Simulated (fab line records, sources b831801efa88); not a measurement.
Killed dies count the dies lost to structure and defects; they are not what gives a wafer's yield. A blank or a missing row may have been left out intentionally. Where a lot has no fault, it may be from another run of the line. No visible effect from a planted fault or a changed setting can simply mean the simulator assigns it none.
fab line records    flow sky130
record: lots: 14  wafers: 42  last-day: 50
route steps=708 shown FIELD_ISO@25 PASSIVATION@682 PAD_OPEN@708
lots that met no fault: taken from a fault-free run of the same line
start-h: the number of hours between the record's first day and the start of the first shown wafer of the lot    wait-h: hours since the lot's step before    " unchanged from the row above    L1.1+2: a single row standing in for several wafers    - no value, or no start given    * or withheld: withheld    < > ~ a bound
route shown NAME@n: a module of which the file shows steps, and the number in the route of the first    usual: mean and standard deviation over wafers with no fault    same: alike in all rows    chamber/n: place in a boat    sites: each site's reading    _std_site: their standard deviation    _edge_site: the outer-site mean with the inner-site mean subtracted    radius-mm: how far each site lies from the wafer's centre    mask NAME#n: copy n    behind: the tool/chamber that last shaped the wafer    hold: reason for holding the lot/hours on hold/outcome of the hold    device: the n, p or np transistor that did not switch    end of line: the same wafers' tests at the end of the route    for a step that has no rows: nothing shown but its recipe    killed: the dies lost at the first sort to structure and to defects; this is not the yield of the wafer    map: a wafer's dies, x killed, . not, _ none there
set.NAME: the setting that was run; set.NAME@STEP: the one run at that earlier step    model.NAME: the simulator's own value behind a step, which no gauge read
route steps across a sampled set of lots; one table per step, one row per wafer
services: the hour from which a tool's chamber was out of use, counted from the record's first day as start-h (under 0 if before that day), plus the number of hours and why
== steps ==
step: SKY_FIELD_ISO_CVD_24
recipe: material: SiO2  target-thk-nm: 595  temp-c: 650  sigma-open-frac: 0.3  time-s: 99.2  sih4-flow-sccm: 60  pressure-mtorr: 6
lot.wafer   tool       chamber  start-h  wait-h
L616.2+5+6  hdpcvd-02  2,1,2    32.44    0.0
L617.2+4+6  hdpcvd-02  1,2,1    37.60    0.0
L618.1+2+3  hdpcvd-01  1,2,0    40.49    0.1
L619.1+2+4  hdpcvd-02  0,2,0    46.74    0.1
L620.1+4+6  hdpcvd-01  1,2,0    57.94    0.1
L621.1+2+6  hdpcvd-02  1,2,0    60.95    0.1
L622.1+3+5  hdpcvd-02  2,0,1    63.54    0.1
L624.1+2+5  hdpcvd-02  1,2,2    72.11    0.1
L626.2+4+6  hdpcvd-02  1,2,0    83.69    0.0
L627.1+2+4  hdpcvd-02  1,0,0    89.19    0.1
L628.1+2+4  hdpcvd-02  0,2,2    95.23    0.1
L630.1+3+5  hdpcvd-02  2,0,0    103.46   0.1
L635.1+4+5  hdpcvd-01  2,2,0    131.14   0.1
L637.1+4+5  hdpcvd-01  2,0,2    143.68   0.1
step: SKY_PASSIVATION_THK_MEAS_01
recipe: reads: SiO2_of_PASSIVATION_CVD_00
usual: PASSIVATION_CVD_00_THK: 90.5/1.3
lot.wafer  tool           chamber  start-h  wait-h  PASSIVATION_CVD_00_THK[nm]
L616.2     film-metro-02  -        1018.21  -       90.5
L616.5     "              -        "        "       90.4
L616.6     "              -        "        "       90.2
L617.2     film-metro-01  -        1023.23  -       91.8
L617.4     "              -        "        "       91.6
L617.6     "              -        "        "       92.3
L618.1     film-metro-02  -        1032.45  -       88.8
L618.2     "              -        "        "       87.5
L618.3     "              -        "        "       86.7
L619.1     film-metro-04  -        1038.52  -       88.7
L619.2     "              -        "        "       89.0
L619.4     "              -        "        "       89.8
L620.1     film-metro-02  -        1059.15  -       88.9
L620.4     "              -        "        "       91.3
L620.6     "              -        "        "       92.2
L621.1     film-metro-04  -        1068.57  -       90.3
L621.2     "              -        "        "       90.2
L621.6     "              -        "        "       91.7
L622.1     film-metro-02  -        1071.62  -       91.6
L622.3     "              -        "        "       89.4
L622.5     "              -        "        "       92.2
L624.1     film-metro-04  -        1076.11  -       90.5
L624.2     "              -        "        "       91.6
L624.5     "              -        "        "       91.6
L626.2     film-metro-02  -        1090.90  -       90.8
L626.4     "              -        "        "       90.3
L626.6     "              -        "        "       90.5
L627.1     film-metro-02  -        1100.53  -       90.2
L627.2     "              -        "        "       88.9
L627.4     "              -        "        "       89.6
L628.1     film-metro-01  -        1102.28  -       88.6
L628.2     "              -        "        "       89.8
L628.4     "              -        "        "       91.9
L630.1     film-metro-02  -        1110.39  -       88.5
L630.3     "              -        "        "       90.2
L630.5     "              -        "        "       90.5
L635.1     film-metro-01  -        1146.78  -       90.2
L635.4     "              -        "        "       91.6
L635.5     "              -        "        "       91.7
L637.1     film-metro-02  -        1158.59  -       92.0
L637.4     "              -        "        "       93.5
L637.5     "              -        "        "       91.1
step: SKY_PASSIVATION_CVD_02
recipe: material: Si3N4  target-thk-nm: 540  temp-c: 400  time-s: withheld  rf-w: 450
usual: heater-power-w: 676/95
lot.wafer  tool      chamber  start-h  wait-h  heater-power-w
L616.2     pecvd-04  1        1018.26  0.0     711
L616.5     "         1        "        "       714
L616.6     "         2        "        "       529
L617.2     pecvd-04  0        1023.28  0.0     834
L617.4     "         1        "        "       728
L617.6     "         2        "        "       577
L618.1     pecvd-01  2        1032.51  0.1     720
L618.2     "         1        "        "       437
L618.3     "         0        "        "       603
L619.1     pecvd-04  2        1038.58  0.1     609
L619.2     "         0        "        "       810
L619.4     "         1        "        "       712
L620.1     pecvd-03  1        1059.21  0.1     739
L620.4     "         0        "        "       524
L620.6     "         0        "        "       562
L621.1     pecvd-03  0        1068.63  0.1     581
L621.2     "         1        "        "       750
L621.6     "         0        "        "       636
L622.1     pecvd-03  0        1071.68  0.1     648
L622.3     "         0        "        "       665
L622.5     "         1        "        "       645
L624.1     pecvd-03  0        1076.17  0.1     655
L624.2     "         0        "        "       530
L624.5     "         0        "        "       627
L626.2     pecvd-04  1        1090.95  0.0     747
L626.4     "         1        "        "       590
L626.6     "         2        "        "       543
L627.1     pecvd-03  0        1100.59  0.1     613
L627.2     "         1        "        "       784
L627.4     "         1        "        "       784
L628.1     pecvd-01  0        1102.34  0.1     635
L628.2     "         2        "        "       867
L628.4     "         0        "        "       678
L630.1     pecvd-03  0        1110.45  0.1     636
L630.3     "         0        "        "       626
L630.5     "         1        "        "       785
L635.1     pecvd-03  0        1146.84  0.1     604
L635.4     "         0        "        "       627
L635.5     "         2        "        "       730
L637.1     pecvd-04  0        1158.65  0.1     812
L637.4     "         2        "        "       616
L637.5     "         1        "        "       702
step: SKY_PASSIVATION_THK_MEAS_03
recipe: reads: Si3N4_of_PASSIVATION_CVD_02
usual: PASSIVATION_CVD_02_THK: 542/7.1
lot.wafer  tool           chamber  start-h  wait-h  PASSIVATION_CVD_02_THK[nm]
L616.2     film-metro-02  -        1018.49  -       534
L616.5     "              -        "        "       543
L616.6     "              -        "        "       540
L617.2     film-metro-04  -        1023.51  -       539
L617.4     "              -        "        "       551
L617.6     "              -        "        "       542
L618.1     film-metro-04  -        1032.74  -       527
L618.2     "              -        "        "       541
L618.3     "              -        "        "       537
L619.1     film-metro-01  -        1038.81  -       534
L619.2     "              -        "        "       538
L619.4     "              -        "        "       547
L620.1     film-metro-04  -        1059.55  -       538
L620.4     "              -        "        "       539
L620.6     "              -        "        "       541
L621.1     film-metro-02  -        1068.97  -       531
L621.2     "              -        "        "       545
L621.6     "              -        "        "       543
L622.1     film-metro-01  -        1072.02  -       530
L622.3     "              -        "        "       547
L622.5     "              -        "        "       551
L624.1     film-metro-04  -        1076.85  -       538
L624.2     "              -        "        "       545
L624.5     "              -        "        "       549
L626.2     film-metro-01  -        1091.19  -       536
L626.4     "              -        "        "       545
L626.6     "              -        "        "       543
L627.1     film-metro-02  -        1100.93  -       531
L627.2     "              -        "        "       541
L627.4     "              -        "        "       547
L628.1     film-metro-04  -        1102.57  -       545
L628.2     "              -        "        "       530
L628.4     "              -        "        "       550
L630.1     film-metro-02  -        1110.79  -       534
L630.3     "              -        "        "       545
L630.5     "              -        "        "       547
L635.1     film-metro-04  -        1147.07  -       543
L635.4     "              -        "        "       554
L635.5     "              -        "        "       546
L637.1     film-metro-04  -        1158.92  -       530
L637.4     "              -        "        "       542
L637.5     "              -        "        "       543
step: SKY_PAD_OPEN_PROBE_99
usual: killed_at_M0_to_M3: 44/6.9  killed_at_M4_up: 3.0/1.5  killed-at-contacts: 24/5.2  killed-at-front-end: 15/4.1  killed-at-other: 0.4/0.62  killed-dies: 87/9.6  killed-open: 47/7  killed-short: 40/6.2
same: gross-dies: 492  killed-at-back-side: 0
lot.wafer  tool       chamber  start-h  wait-h  killed_at_M0_to_M3  killed_at_M4_up  killed-at-contacts  killed-at-front-end  killed-at-other  killed-dies  killed-open  killed-short
L618.1     prober-01  -        1078.03  0.1     43                  3                24                  13                   1                84           45           39
L618.2     prober-01  -        1078.08  0.1     47                  2                23                  11                   0                83           54           29
L618.3     prober-01  -        1078.13  0.2     55                  3                23                  11                   0                92           58           34
L626.2     prober-01  -        1133.16  0.1     44                  3                26                  11                   0                84           46           38
L626.4     prober-01  -        1133.26  0.2     49                  2                30                  14                   0                95           57           38
L626.6     prober-01  -        1133.36  0.2     47                  2                25                  13                   0                87           45           42
L627.1     prober-02  -        1141.23  0.1     40                  5                24                  44                   0                113          33           48
L627.2     prober-02  -        1141.28  0.1     43                  3                22                  71                   1                140          51           37
L627.4     prober-02  -        1141.38  0.2     38                  5                16                  68                   0                127          32           39
L628.1     prober-01  -        1143.70  0.1     40                  2                26                  67                   0                135          44           34
L628.2     prober-01  -        1143.75  0.1     39                  2                20                  82                   0                143          42           31
L628.4     prober-01  -        1143.85  0.2     38                  3                29                  74                   0                144          36           39
L630.1     prober-01  -        1151.56  0.1     43                  6                23                  80                   0                152          44           40
L630.3     prober-01  -        1151.66  0.2     30                  2                27                  62                   0                121          40           30
L630.5     prober-01  -        1151.76  0.2     25                  2                25                  69                   0                121          32           30
killed by level:class
L618.1 VIA2:geometric-particle:open=10 CONTACT:geometric-particle:open=8 METAL2:geometric-particle:short=6 LI_CONTACT:geometric-particle:open=6 VIA1:geometric-particle:open=6 FIELD_ISO:geometric-particle:open=5 LOCAL_INTERCONNECT:geometric-particle:short=5 METAL3:geometric-particle:short=5
L618.2 VIA2:geometric-particle:open=10 VIA1:geometric-particle:open=10 LI_CONTACT:geometric-particle:open=9 CONTACT:geometric-particle:open=8 METAL2:geometric-particle:short=5 FIELD_ISO:geometric-particle:open=4 METAL1:geometric-particle:short=4 METAL1:geometric-particle:open=4
L618.3 LI_CONTACT:geometric-particle:open=12 VIA2:geometric-particle:open=11 VIA1:geometric-particle:open=10 VIA3:geometric-particle:open=9 VIA2:geometric-particle:short=7 CONTACT:geometric-particle:open=5 METAL2:geometric-particle:short=5 FIELD_ISO:geometric-particle:open=4
L626.2 CONTACT:geometric-particle:open=11 VIA1:geometric-particle:open=10 METAL2:geometric-particle:short=6 VIA3:geometric-particle:open=6 CONTACT:geometric-particle:short=5 VIA1:geometric-particle:short=5 VIA2:geometric-particle:open=5 SPACER:geometric-particle:open=4
L626.4 VIA1:geometric-particle:open=13 LI_CONTACT:geometric-particle:open=12 CONTACT:geometric-particle:open=7 CONTACT:geometric-particle:short=7 VIA3:geometric-particle:open=7 METAL2:geometric-particle:short=6 VIA2:geometric-particle:open=6 METAL1:geometric-particle:short=5
L626.6 VIA3:geometric-particle:open=12 VIA1:geometric-particle:open=9 CONTACT:geometric-particle:short=8 METAL2:geometric-particle:short=8 CONTACT:geometric-particle:open=7 LOCAL_INTERCONNECT:geometric-particle:short=5 VIA2:geometric-particle:open=5 FIELD_ISO:geometric-particle:short=4
L627.1 FIELD_ISO:unspecified=32 VIA1:geometric-particle:short=7 VIA1:geometric-particle:open=7 CONTACT:geometric-particle:open=6 FIELD_ISO:geometric-particle:short=5 LI_CONTACT:geometric-particle:open=5 LI_CONTACT:geometric-particle:short=5 METAL1:geometric-particle:short=5
L627.2 FIELD_ISO:unspecified=52 VIA1:geometric-particle:open=12 VIA3:geometric-particle:open=8 CONTACT:geometric-particle:open=7 CONTACT:geometric-particle:short=6 POLY_GATE:geometric-particle:short=5 METAL1:geometric-particle:short=5 FIELD_ISO:geometric-particle:open=4
L627.4 FIELD_ISO:unspecified=56 VIA1:geometric-particle:open=9 CONTACT:geometric-particle:open=6 METAL1:geometric-particle:short=6 VIA1:geometric-particle:short=5 FIELD_ISO:geometric-particle:open=4 LI_CONTACT:geometric-particle:open=4 METAL4:geometric-particle:short=4
L628.1 FIELD_ISO:unspecified=57 VIA1:geometric-particle:open=10 CONTACT:geometric-particle:open=8 LI_CONTACT:geometric-particle:open=6 LI_CONTACT:geometric-particle:short=6 METAL1:geometric-particle:short=6 VIA2:geometric-particle:open=6 METAL2:geometric-particle:short=5
L628.2 FIELD_ISO:unspecified=70 LI_CONTACT:geometric-particle:open=8 FIELD_ISO:geometric-particle:open=7 VIA1:geometric-particle:open=7 METAL1:geometric-particle:short=6 VIA2:geometric-particle:open=5 CONTACT:geometric-particle:open=4 METAL1:geometric-particle:open=4
L628.4 FIELD_ISO:unspecified=69 CONTACT:geometric-particle:open=9 LI_CONTACT:geometric-particle:open=8 VIA1:geometric-particle:open=6 METAL1:geometric-particle:short=6 METAL2:geometric-particle:short=6 VIA1:geometric-particle:short=5 CONTACT:geometric-particle:short=5
L630.1 FIELD_ISO:unspecified=68 VIA2:geometric-particle:open=11 LI_CONTACT:geometric-particle:open=7 CONTACT:geometric-particle:open=7 LOCAL_INTERCONNECT:geometric-particle:short=5 VIA1:geometric-particle:short=5 VIA1:geometric-particle:open=5 VIA3:geometric-particle:open=5
L630.3 FIELD_ISO:unspecified=51 CONTACT:geometric-particle:open=14 VIA2:geometric-particle:open=6 METAL1:geometric-particle:short=6 VIA3:geometric-particle:open=5 VIA1:geometric-particle:open=5 LI_CONTACT:geometric-particle:short=4 CONTACT:geometric-particle:short=4
L630.5 FIELD_ISO:unspecified=58 VIA2:geometric-particle:open=7 LOCAL_INTERCONNECT:geometric-particle:short=6 CONTACT:geometric-particle:open=6 LI_CONTACT:geometric-particle:open=5 CONTACT:geometric-particle:short=5 FIELD_ISO:geometric-particle:open=3 POLY_GATE:geometric-particle:short=3
== services ==
tool       chamber  start-h  hours  kind
hdpcvd-02  -        66.58    0.6    repair
hdpcvd-02  2        218.99   3.9    repair
hdpcvd-02  0        242.24   5.2    repair
pecvd-03   -        247.22   0.9    repair
pecvd-03   2        263.49   8.8    repair
hdpcvd-02  -        302.23   1.8    repair
pecvd-03   1        303.83   4.6    repair
pecvd-03   -        327.99   5.5    pm
hdpcvd-02  -        366.25   15.0   pm
pecvd-03   -        407.80   2.8    pm
hdpcvd-02  -        445.97   5.5    pm
pecvd-03   0        446.89   7.0    repair
hdpcvd-02  -        546.75   1.6    repair
pecvd-03   -        576.69   0.5    repair
hdpcvd-02  -        585.54   0.6    repair
hdpcvd-02  0        598.86   26.7   repair
hdpcvd-02  -        688.79   0.7    repair
hdpcvd-02  -        779.04   14.6   pm
hdpcvd-02  -        868.05   2.8    repair
hdpcvd-02  -        886.11   2.8    pm
hdpcvd-02  -        950.25   15.0   pm
hdpcvd-02  0        1027.93  4.4    repair
hdpcvd-02  2        1064.81  9.9    repair
hdpcvd-02  -        1088.94  6.0    pm
== key ==
first-sign: step: SKY_PAD_OPEN_PROBE_99  reading: killed-at-front-end  direction: up  sigmas: 13  usual: 15  struck: 69
effect: step: SKY_PAD_OPEN_PROBE_99  reading: killed-dies  direction: up  sigmas: 4.8  usual: 87  struck: 133
met-at SKY_FIELD_ISO_CVD_24
struck-lots L627,L628,L630
tester-left-out L627,L628,L630
not-acting-at SKY_PASSIVATION_THK_MEAS_01,SKY_PASSIVATION_CVD_02,SKY_PASSIVATION_THK_MEAS_03
onset-between 83.69 89.19
fault: kind: chamber-particle-source  tool: hdpcvd-02  chamber: -  onset-h: 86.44  steps: SKY_FIELD_ISO_CVD_24  rate-per-visit-cm2: 1.9743  end-h: 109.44
tester-left-out: of these lots the tester's yield and bins aren't shown, on N5 and GAA mostly nor the transistor test; their killed dies are dies lost to structure and defects alone, not to doping, threshold or leakage, so they don't give the yield
